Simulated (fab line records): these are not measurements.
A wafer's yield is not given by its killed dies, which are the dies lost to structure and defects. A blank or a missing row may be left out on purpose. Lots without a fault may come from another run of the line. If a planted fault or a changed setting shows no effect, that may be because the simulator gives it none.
Commonality check across tools | flow gf180mcu | Lots sampled 13, wafers sampled 39

REASON IT WAS OPENED
1 of 13 lots carry a flag on the reading MVSD_TW at GF_MVSD_TW_MEAS_11. Fault-free wafers read 1587, with a standard deviation of 19.
Rule: a lot gets a flag if all its wafers with a number sit over 4 standard deviations from that mean, or if no wafer of it has a number. As for the other lots, they are considered sound.

lot  | measured     | on            | MVSD_TW, wafer by wafer | flag
L700 | day 4 17:47  | film-metro-04 | 1597 1603 1600          |
L701 | day 4 22:13  | film-metro-04 | 1604 1609 1608          |
L702 | day 5 06:04  | film-metro-04 | 1584 1572 1578          |
L703 | day 5 08:52  | film-metro-04 | 1591 1581 1590          |
L706 | day 6 01:05  | film-metro-03 | 1610 1611 1610          |
L708 | day 6 15:07  | film-metro-04 | 1486 1483 1486          | FLAGGED
L714 | day 8 07:46  | film-metro-04 | 1606 1588 1596          |
L716 | day 8 14:16  | film-metro-01 | 1571 1557 1567          |
L717 | day 9 00:01  | film-metro-01 | 1555 1556 1561          |
L718 | day 9 05:24  | film-metro-03 | 1611 1614 1607          |
L720 | day 9 11:43  | film-metro-04 | 1596 1604 1609          |
L721 | day 9 17:35  | film-metro-01 | 1563 1563 1570          |
L722 | day 10 00:47 | film-metro-01 | 1562 1561 1558          |
The mean of the flagged lots' numbers is 1485, -102 from the usual (-5 standard deviations).

WHICH TOOL EACH LOT WENT THROUGH
2 process steps preceding the reading are held in the record, out of 602 steps in the route. Read each cell as the tool, then ch plus the chambers that the sampled wafers visited, then the start.
lot  | flag    | GF_LVPWELL_STRIP_10                 | GF_MVSD_STRIP_10
L700 |         | plasma-asher-01 ch 0,1, day 4 02:59 | plasma-asher-01 ch 0,1, day 4 17:41
L701 |         | plasma-asher-01 ch 0,1, day 4 08:05 | plasma-asher-03 ch 0,1, day 4 22:07
L702 |         | plasma-asher-01 ch 0,1, day 4 16:04 | plasma-asher-03 ch 0,1, day 5 05:58
L703 |         | plasma-asher-02 ch 0,1, day 4 18:35 | plasma-asher-01 ch 0, day 5 08:46
L706 |         | plasma-asher-01 ch 0,1, day 5 10:40 | plasma-asher-01 ch 0,1, day 6 00:59
L708 | FLAGGED | plasma-asher-02 ch 0,1, day 6 00:02 | plasma-asher-02 ch 0,1, day 6 15:01
L714 |         | plasma-asher-01 ch 0,1, day 7 15:25 | plasma-asher-02 ch 0,1, day 8 07:40
L716 |         | plasma-asher-04 ch 0,1, day 7 21:13 | plasma-asher-01 ch 0,1, day 8 14:10
L717 |         | plasma-asher-01 ch 0,1, day 8 07:26 | plasma-asher-03 ch 0,1, day 8 23:55
L718 |         | plasma-asher-02 ch 0,1, day 8 12:22 | plasma-asher-01 ch 0,1, day 9 05:19
L720 |         | plasma-asher-04 ch 0,1, day 8 17:35 | plasma-asher-02 ch 0,1, day 9 11:37
L721 |         | plasma-asher-04 ch 0,1, day 9 00:16 | plasma-asher-03 ch 0,1, day 9 17:29
L722 |         | plasma-asher-04 ch 0,1, day 9 07:01 | plasma-asher-01 ch 0,1, day 10 00:41
What the steps here do:
- GF_LVPWELL_STRIP_10: strips in O2/N2.
- GF_MVSD_STRIP_10: strips in O2/N2.
- GF_MVSD_TW_MEAS_11

FLAGGED AGAINST TOTAL, ONE TOOL AT A TIME (gauges that did the reading follow at the end)
step                | tool            | lots run | flagged | share of the flagged lots | sound lots run after its first flagged lot
GF_LVPWELL_STRIP_10 | plasma-asher-01 | 6        | 0       | none                      | -
GF_LVPWELL_STRIP_10 | plasma-asher-02 | 3        | 1       | all                       | 1 (L718)
GF_LVPWELL_STRIP_10 | plasma-asher-04 | 4        | 0       | none                      | -
GF_MVSD_STRIP_10    | plasma-asher-01 | 6        | 0       | none                      | -
GF_MVSD_STRIP_10    | plasma-asher-02 | 3        | 1       | all                       | 2 (L714,L720)
GF_MVSD_STRIP_10    | plasma-asher-03 | 4        | 0       | none                      | -
GF_MVSD_TW_MEAS_11  | film-metro-01   | 4        | 0       | none                      | -
GF_MVSD_TW_MEAS_11  | film-metro-03   | 2        | 0       | none                      | -
GF_MVSD_TW_MEAS_11  | film-metro-04   | 7        | 1       | all                       | 2 (L714,L720)

WHAT THE TABLE PERMITS
3 rows of the table ran every flagged lot: plasma-asher-02 at GF_LVPWELL_STRIP_10, plasma-asher-02 at GF_MVSD_STRIP_10, film-metro-04 at GF_MVSD_TW_MEAS_11.
- plasma-asher-02 at GF_LVPWELL_STRIP_10 ran 3 lots, 1 of them flagged. After the first flagged lot (L718), sound lots still ran on it; a lasting fault on the whole tool would not permit that. Its own readings (oes-product-au) fall more than 4 standard deviations out on all wafers of the flagged lots.
- plasma-asher-02 at GF_MVSD_STRIP_10 ran 3 lots, 1 of them flagged. After the first flagged lot (L714, L720), sound lots still ran on it; a lasting fault on the whole tool would not permit that. Its own readings (strip-time-to-endpoint-s) fall more than 4 standard deviations out on all wafers of the flagged lots.
- film-metro-04 at GF_MVSD_TW_MEAS_11 ran 7 lots, 1 of them flagged. After the first flagged lot (L714, L720), sound lots still ran on it; a lasting fault on the whole tool would not permit that.
Not one row of the table ran every flagged lot while running no sound lot after the first.

WHAT HAD BEEN PUT IN BY THE SIMULATOR
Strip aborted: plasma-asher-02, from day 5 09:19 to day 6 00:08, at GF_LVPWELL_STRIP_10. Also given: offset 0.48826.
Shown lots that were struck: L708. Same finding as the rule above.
